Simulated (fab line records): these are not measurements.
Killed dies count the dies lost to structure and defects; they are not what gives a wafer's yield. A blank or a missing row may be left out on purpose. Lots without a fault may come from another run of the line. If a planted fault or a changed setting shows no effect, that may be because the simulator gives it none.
2 desks, one fault || flow sky130 || numbers are kept per desk, each desk with only its own; the story behind them comes last

## DESK OF THE TOOL OWNER: implanter-04
The tool's own readings at SKY_SD_N_IMPLANT_09: means of the sampled wafers that have a number, for each lot that ran on this tool. If a lot's mean is further than 4 standard deviations from the usual mean, the lot is out of limits and carries the mark OUT (the distance appears in the brackets).
Columns: A = beamEnergyKeV at SKY_SD_N_IMPLANT_09, usual 50.001; B = faradayCurrentUA at SKY_SD_N_IMPLANT_09, usual 13257
{"lot": "L289", "first seen here": "day 27 16:17", "A": 49.991, "B": 12981}
{"lot": "L292", "first seen here": "day 28 13:46", "A": "63.856 (+99 or more) OUT", "B": 13023}
{"lot": "L293", "first seen here": "day 28 20:18", "A": "63.841 (+99 or more) OUT", "B": 13004}
{"lot": "L300", "first seen here": "day 32 03:29", "A": 49.981, "B": 12935}
{"lot": "L302", "first seen here": "day 32 07:23", "A": 49.996, "B": 12971}
{"lot": "L311", "first seen here": "day 35 14:13", "A": 50.004, "B": 13175}
This desk's finding: out of limits on L292, L293; first on L292, day 28 13:46 (beamEnergyKeV at SKY_SD_N_IMPLANT_09). In limits: L289, L300, L302, L311.

## THE METROLOGY DESK
Lot by lot, what the gauges showed, no matter which tool ran the lot: averages of those sampled wafers that carry a number. If a lot's mean is further than 4 standard deviations from the usual mean, the lot is out of limits and carries the mark OUT (the distance appears in the brackets).
Columns: A = SPACER_CVD_00_THK at SKY_SPACER_THK_MEAS_01, usual 43.1 nm; B = RES_XHIGH_TW at SKY_RES_XHIGH_TW_MEAS_09, usual 1636; C = SD_N_TW at SKY_SD_N_TW_MEAS_12, usual 3966; D = SD_N_RS at SKY_SD_N_RS_MEAS_16, usual 68.54 ohm/sq; E = LI_CONTACT_HDPCVD_THK at SKY_LI_CONTACT_THK_MEAS_01, usual 931 nm
{"lot": "L289", "first seen here": "day 22 16:38", "A": 44.1, "B": 1642, "C": 3944, "D": 68.54, "E": 935}
{"lot": "L292", "first seen here": "day 23 15:36", "A": 43.4, "B": 1634, "C": "4228 (+10) OUT", "D": "60.02 (-66) OUT", "E": 922}
{"lot": "L293", "first seen here": "day 23 21:52", "A": 43.1, "B": 1626, "C": "4217 (+10) OUT", "D": "60.12 (-65) OUT", "E": 928}
{"lot": "L300", "first seen here": "day 27 10:14", "A": 43.1, "B": 1632, "C": 4029, "D": 68.69, "E": 933}
{"lot": "L302", "first seen here": "day 27 17:49", "A": 42.8, "B": 1642, "C": 3955, "D": 68.43, "E": 946}
{"lot": "L307", "first seen here": "day 29 22:40", "A": 42.8, "B": 1648, "C": 3957, "D": 68.60, "E": 932}
{"lot": "L305", "first seen here": "day 29 23:50", "A": 42.6, "B": 1622, "C": 3997, "D": 68.37, "E": 930}
{"lot": "L308", "first seen here": "day 30 13:20", "A": 43.4, "B": 1646, "C": 3978, "D": 68.54, "E": 936}
{"lot": "L310", "first seen here": "day 31 01:34", "A": 42.9, "B": 1625, "C": 3973, "D": 68.36, "E": 930}
{"lot": "L311", "first seen here": "day 31 02:45", "A": 43.0, "B": 1633, "C": 3978, "D": 68.43, "E": 930}
{"lot": "L312", "first seen here": "day 32 02:20", "A": 42.6, "B": 1630, "C": 3975, "D": 68.64, "E": 925}
This desk finds L292, L293 out of limits, with the earliest case on L292 at day 28 14:10 (SD_N_TW at SKY_SD_N_TW_MEAS_12). In limits: L289, L300, L302, L307, L305, L308, L310, L311, L312.

## BROUGHT TOGETHER
The tool owner's desk could have raised an alarm at day 28 13:46, on L292, L293.
On L292, L293, the metrology desk was in a position to raise an alarm at day 28 14:10.
All the named lots went through SKY_SD_N_IMPLANT_09 on implanter-04.

## WHAT HAD BEEN PUT IN BY THE SIMULATOR
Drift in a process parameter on implanter-04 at SKY_SD_N_IMPLANT_09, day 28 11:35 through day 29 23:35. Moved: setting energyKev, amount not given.
Struck lots among those shown: L292, L293.
Counting hours from when the fault started, the first reading out of limits came at 2 for the tool owner's desk and at 3 for the metrology desk.
